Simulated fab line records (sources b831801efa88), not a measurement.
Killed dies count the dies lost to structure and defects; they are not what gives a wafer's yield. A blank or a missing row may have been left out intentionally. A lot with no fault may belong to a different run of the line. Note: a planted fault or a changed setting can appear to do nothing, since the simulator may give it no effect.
A struck lot beside a sound one || flow sky130 || 16 steps out of a route of 708
Sound: wafers L931.1, L931.3, L931.6. Struck: wafers L936.3, L936.4, L936.6. The cause is named last.
For every step that has rows: the tool of each side, followed by ch and its chambers, followed by its first start. Under that, the readings that differ: sound wafers || struck wafers || difference of the means || sigmas: that difference in standard deviations of wafers without a fault.
alike: readings with means less than 2 such deviations apart, plus words and numbers identical on both sides. not compared: withheld readings, readings lacking a value on some wafer, bounds such as >300 that could conceal the same value, and numbers that have no deviation in the record and whose values overlap.
A row with sigmas, a row that says differs or no value, or rows on one side alone: a step with any of these is where the two part. When numbers do not overlap yet have no deviation, they are printed without sigmas and do not part them. Lack of a reading on every wafer of one side parts them only where that side has two or more wafers.

SKY_POLY_GATE_THK_MEAS_04:
  struck on film metro-03, day 17 07:34; sound on film metro-02, day 15 03:59
  alike: POLY_GATE_CVD_03_THK
then, 8 steps without rows for these wafers: SKY_POLY_GATE_DEHYDRATE_05 (time 60 s); SKY_POLY_GATE_HMDS_06 (prime time 60 s); SKY_POLY_GATE_COAT_07 (resist thk 110 nm); SKY_POLY_GATE_COAT_08 (resist thk 450 nm); SKY_POLY_GATE_SOFTBAKE_09 (time 90 s); SKY_POLY_GATE_EXPOSE_10 (exposes mask P1M, target cd 150 nm); SKY_POLY_GATE_PEB_11; SKY_POLY_GATE_DEVELOP_12 (develop time 60 s).
SKY_POLY_GATE_CD_MEAS_13: the cd target is 150 nm.
  struck on cd sem-01, day 18 13:32; sound on cd sem-02, day 16 07:50
{"reading": "cd nm (nm)", "sound": "153.3 153.5 154.5", "struck": "148.3 148.1 148.7", "difference": -5.4, "sigmas": -3}
SKY_POLY_GATE_OVL_MEAS_14:
  struck on overlay-01, day 18 13:38; sound on overlay-01, day 16 07:57
  alike: POLY_GATE_OVL
SKY_POLY_GATE_ETCH_15: etches BARC in N2/H2, stops on SiO2, time 118.5 s, target depth 110 nm.
  sound on rie diel-03 ch 0,3, day 16 07:59; struck on rie diel-02 ch 0,1,3, day 18 13:39
  alike: drypump motor current A, oes product au, run length s, throttle valve pct
  not compared: rf hours counter h
SKY_POLY_GATE_ETCH_16: etches Si3N4 in CH3F/O2, stops on poly-Si, time 147.5 s, target depth 75 nm.
  sound on rie diel-03 ch 0,3, day 16 08:04; struck on rie diel-02 ch 0,1,3, day 18 13:44
{"reading": "oes product au (a.u.)", "sound": "0.646 0.634 0.638", "struck": "0.663 0.655 0.661", "difference": "+0.020", "sigmas": "+4"}
{"reading": "run length s (s)", "sound": "174.9 175.8 174.8", "struck": "169.6 169.8 170.5", "difference": -5.2, "sigmas": -10}
{"reading": "model.KrF-thick_of_POLY_GATE_COAT_08.thk nm (nm)", "sound": "232.9 232.8 231.3", "struck": "234.8 237.5 239", "difference": "+4.8", "sigmas": ""}
  alike: drypump motor current A, throttle valve pct
  not compared: rf hours counter h
SKY_POLY_GATE_ETCH_17: etches poly-Si in HBr/Cl2, stops on SiO2, target depth 180 nm, time 70.5 s.
  sound on rie si-01 ch 2, day 16 08:10; struck on rie si-02 ch 0,1,2, day 18 13:50
{"reading": "model.KrF-thick_of_POLY_GATE_COAT_08.thk nm (nm)", "sound": "140.1 139.1 137.8", "struck": "140.2 143.5 144.7", "difference": "+3.8", "sigmas": ""}
  alike: drypump motor current A, oes product au, run length s, throttle valve pct
  not compared: rf hours counter h
SKY_POLY_GATE_STRIP_18: strips in O2/N2.
  sound on plasma asher-01 ch 0,1, day 16 08:15; struck on plasma asher-04 ch 0,1, day 18 13:55
  alike: drypump motor current A, oes product au, strip time to endpoint s
  not compared: rf hours counter h
-- record jumps: 29 days separate the struck wafers' starts on either side; left off in module POLY_GATE, taken up again in module PAD_OPEN, whose first shown step is the route's number 708 --
SKY_PAD_OPEN_PROBE_99:
  struck on prober-01, day 47 10:56; sound on prober-02, day 45 20:11
  alike: killed_at_M0_to_M3, killed_at_M4_up, killed at contacts, killed at front end, killed at other, killed dies, killed open, killed short

WHERE THEY PART
Last at SKY_POLY_GATE_ETCH_16 as far as this record goes, first at SKY_POLY_GATE_CD_MEAS_13. Later steps at which nothing parts them and some readings are alike: SKY_POLY_GATE_ETCH_17, SKY_POLY_GATE_STRIP_18, SKY_PAD_OPEN_PROBE_99.

WHY: what the simulator had put in
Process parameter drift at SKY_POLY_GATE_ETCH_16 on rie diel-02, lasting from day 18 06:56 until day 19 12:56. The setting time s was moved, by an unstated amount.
